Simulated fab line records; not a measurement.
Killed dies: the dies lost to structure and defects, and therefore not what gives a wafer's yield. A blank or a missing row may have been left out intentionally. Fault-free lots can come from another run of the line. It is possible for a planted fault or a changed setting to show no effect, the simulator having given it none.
Split-lot study | flow gf180mcu | 5 lots, 23 wafers read, on a route of 602 steps

ABOUT THE SPLIT
At GF_VT_IMPLANT_COAT_02 (resist thk 1000 nm), the setting spinRpm was moved away from the recipe's 3000 rpm on 9 of the 23 wafers read, by -2.8% to +5.7%. All remaining wafers had this setting at the recipe value.

The split's own step is where the reading is taken.

THE READING
NOVOLAK_of_VT_IMPLANT_COAT_02.thkNm (the simulator's own value, which no gauge read), in nm, at GF_VT_IMPLANT_COAT_02 (resist thk 1000 nm). There is no usual value for it anywhere in the file. Here, 14 wafers ran the recipe; their average is 1000.0 nm with a standard deviation of 2.1 nm.

wafer  | tool, chamber at the split | spinRpm as run, rpm | against the recipe | NOVOLAK_of_VT_IMPLANT_COAT_02.thkNm, nm | against lot-mates on the recipe
L075.1 | lithoTrack-03, 0           | 3135                | +4.5%              | 974.1                                   | -23.7
L075.3 | lithoTrack-03, 0           | 3000                | recipe             | 998.3                                   | -
L075.4 | lithoTrack-03, 0           | 3000                | recipe             | 1000                                    | -
L075.5 | lithoTrack-03, 0           | 3135                | +4.5%              | 977                                     | -20.8
L075.6 | lithoTrack-03, 0           | 3000                | recipe             | 995                                     | -
L076.3 | lithoTrack-02, 0           | 3000                | recipe             | 1001                                    | -
L076.4 | lithoTrack-02, 0           | 3000                | recipe             | 999.8                                   | -
L076.6 | lithoTrack-02, 0           | 3000                | recipe             | 1000                                    | -
L079.2 | lithoTrack-03, 0           | 3000                | recipe             | 1001                                    | -
L079.3 | lithoTrack-03, 0           | 3000                | recipe             | 1001                                    | -
L079.4 | lithoTrack-03, 0           | 3000                | recipe             | 998.2                                   | -
L079.5 | lithoTrack-03, 0           | 3172                | +5.7%              | 970                                     | -30.1
L079.6 | lithoTrack-03, 0           | 3172                | +5.7%              | 973.3                                   | -26.8
L083.1 | lithoTrack-03, 0           | 3000                | recipe             | 1004                                    | -
L083.2 | lithoTrack-03, 0           | 3107                | +3.6%              | 984.5                                   | -18.2
L083.3 | lithoTrack-03, 0           | 3000                | recipe             | 1002                                    | -
L083.6 | lithoTrack-03, 0           | 3000                | recipe             | 1002                                    | -
L083.5 | lithoTrack-03, 0           | 3107                | +3.6%              | 981                                     | -21.7
L084.1 | lithoTrack-03, 0           | 3000                | recipe             | 998.1                                   | -
L084.2 | lithoTrack-03, 0           | 3000                | recipe             | 999.1                                   | -
L084.3 | lithoTrack-03, 0           | 2917                | -2.8%              | 1012                                    | +13.4
L084.4 | lithoTrack-03, 0           | 2917                | -2.8%              | 1013                                    | +14.4
L084.6 | lithoTrack-03, 0           | 2917                | -2.8%              | 1010                                    | +11.4

FIT RESULTS
A straight line over all 23 wafers: NOVOLAK_of_VT_IMPLANT_COAT_02.thkNm changes by -4.89 nm for each +1% of spinRpm; r = -0.99; the points scatter about the line by 2.2 nm.
The same after taking each lot's own level away (the mean of its wafers on the recipe; 23 wafers): -4.99 nm for each +1%; r = -0.99; scatter 1.6 nm.
On that fit, the largest move of spinRpm shifts the reading by 29 nm.
The span of the lots' own levels, 997.77 to 1002.67 nm, comes to 2.3 times the standard deviation stated above.
So the lot-to-lot level changes the slope little: the two slopes agree.
Check: -28.5 nm against its lot-mates is what the line predicts for one of the wafers moved furthest among these (+5.7%) when that wafer is left out of the fit. Against them it came out at -30.1 nm.

OTHER SPLITS APPLIED TO THESE WAFERS
Other splits were also applied to these wafers ahead of the reading. Each is held against what the fit with the lots' levels taken away leaves over:
other split on the same wafers | wafers away from the commonest value | r with NOVOLAK_of_VT_IMPLANT_COAT_02.thkNm (lot level and that fit taken away)
GF_STI_CVD_03 timeS            | 10                                   | -0.08
GF_STI_DEVELOP_11 developTimeS | 8                                    | -0.08
GF_DNWELL_STRIP_08 platenTempC | 9                                    | -0.08
GF_LVPWELL_IMPLANT_08 doseCm2  | 10                                   | -0.04
GF_MVSD_COAT_02 resistThkNm    | 10                                   | +0.03
GF_MVPSD_IMPLANT_08 doseCm2    | 7                                    | -0.44

THE WHOLE CHAIN: every reading that the file lists as answering this split, in the file's order
step                   | what it does       | reading                                                                              | change (the file's fit)              | r (the file's)
GF_VT_IMPLANT_COAT_02  | resist thk 1000 nm | NOVOLAK_of_VT_IMPLANT_COAT_02.thkNm (the simulator's own value, which no gauge read) | -5.05 nm for each +1% of the setting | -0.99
GF_VT_IMPLANT_STRIP_09 | strips in O2/N2    | stripTimeToEndpointS                                                                 | withheld for each +1% of the setting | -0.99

FILE'S OWN FIT
NOVOLAK_of_VT_IMPLANT_COAT_02.thkNm changes by -5.05 nm for each +1% of spinRpm, r = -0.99.
